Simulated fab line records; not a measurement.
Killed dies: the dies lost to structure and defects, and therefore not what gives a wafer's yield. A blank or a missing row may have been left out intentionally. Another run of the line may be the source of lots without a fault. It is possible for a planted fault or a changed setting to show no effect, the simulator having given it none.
Matching of chambers -- flow gf180mcu -- GF_V5_CMP_04 on cmp-02 has 4 sister chambers
The step polishes SiO2. 8 wafers are shown with their chamber, then 10 later ones without.

## WAFERS WITH THEIR CHAMBER
wafer,chamber,motor current A (A)
L085.2,2,11.9
L085.3,3,10.9
L085.6,1,13.1
L086.1,0,9.7
L086.2,2,11.2
L086.5,3,11.7
L088.1,0,10.6
L088.4,1,13.6

## WAFERS WHOSE CHAMBER IS MISSING
wafer,motor current A (A)
L088.5,10.1
L093.1,13.0
L093.3,11.6
L093.6,11.9
L094.2,11.7
L094.4,13.3
L094.5,12.7
L095.2,13.5
L095.3,10.7
L095.4,10.2

## CHAMBER TAKEN BY EACH
wafer,from the rows above,in truth
L088.5,0,0
L093.1,1,1
L093.3,can't be placed: 2 or 3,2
L093.6,can't be placed: 2 or 3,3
L094.2,can't be placed: 2 or 3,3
L094.4,1,1
L094.5,can't be placed: 1 or 2 or 3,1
L095.2,1,1
L095.3,can't be placed: 0 or 3 or 2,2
L095.4,0,0
Placed correctly: 5 of 10. Unplaceable from these rows: 5, with the true chamber sitting among the candidates in 5. Number placed wrongly: 0.
How it was worked out, from the rows above alone: a wafer's distance from a chamber is the root of the sum, over the readings, of the square of ((its reading less the chamber's mean) divided by the reading's scatter). If the next closest chamber is less than 2 further off than the closest, the wafer can't be placed; otherwise it belongs to the closest. The mean given for a chamber averages the wafers shown for that chamber. How the scatter is found: for the shown wafers, subtract from each reading the mean of its chamber, square and add these, divide the total by (wafers less chambers), then take the root.
